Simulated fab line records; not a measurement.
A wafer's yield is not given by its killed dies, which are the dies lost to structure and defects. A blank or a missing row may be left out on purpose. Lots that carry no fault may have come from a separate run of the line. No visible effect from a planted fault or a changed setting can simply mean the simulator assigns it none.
The tool behind it: which one? ; flow sfq_line ; 6 lots with 18 wafers sampled at 3 steps, on a route of 325 steps

## WHAT THE GAUGES SHOWED, per wafer
SFQ_M1_RS_MEAS_909: the measuring method here is four-point-probe.
lot;measured;on;M1_NB_RS (ohm/sq)
L229;day 10 19:02;film_metro-04;0.902 0.913 0.905
L231;day 11 08:13;film_metro-01;0.874 0.874 0.878
L233;day 11 13:05;film_metro-01;0.892 0.882 0.883
L236;day 12 15:25;film_metro-04;0.904 0.899 0.897
L238;day 13 23:00;film_metro-01;0.886 0.893 0.896
L240;day 14 02:39;film_metro-04;0.890 0.889 0.897

## WHAT TOOL EACH LOT RAN ON (gives the tool, then ch and the chambers of the sampled wafers, and finally the start)
lot;SFQ_TRILAYER_L0_VIA_STRIP_STRIP_017;SFQ_TRILAYER_M1_DEP_SPUTTER_037
L229;rie_metal-03 ch 0,1, day 5 17:35;pvd_sputter-03, day 10 18:55
L231;rie_metal-03 ch 1, day 6 05:23;pvd_sputter-03, day 11 08:08
L233;rie_metal-03 ch 1, day 6 14:32;pvd_sputter-03, day 11 12:59
L236;rie_metal-03 ch 0,1, day 7 08:20;pvd_sputter-06, day 12 15:19
L238;rie_metal-01 ch 0,1, day 7 19:08;pvd_sputter-03, day 13 22:54
L240;rie_metal-03 ch 0,1, day 8 07:20;pvd_sputter-03, day 14 02:31
- SFQ_TRILAYER_L0_VIA_STRIP_STRIP_017: strips in O2.
- SFQ_TRILAYER_M1_DEP_SPUTTER_037: material Nb, target thk 200 nm, time 133.3 s.

## THE ANSWER, worked out from the rows above alone
Rule: the lots themselves supply what counts as usual. Put in order of their means at a reading, lots are off if they are a third of the lots or fewer, leave a main group of 4 or more, and stand apart from it by a gap of 3 or more times the standard deviation of the main group's means; of several such gaps the widest counts. Not used: any main group whose means are identical at the precision the tables above print for the reading. A lot without any number at a reading at which 4 lots or more have one is off too. Where the step has rows for the other lots, those lots are counted as sound.
Nothing can be told from this: no lot is off at any reading shown.

## WHAT THE SIMULATOR HAD INSERTED
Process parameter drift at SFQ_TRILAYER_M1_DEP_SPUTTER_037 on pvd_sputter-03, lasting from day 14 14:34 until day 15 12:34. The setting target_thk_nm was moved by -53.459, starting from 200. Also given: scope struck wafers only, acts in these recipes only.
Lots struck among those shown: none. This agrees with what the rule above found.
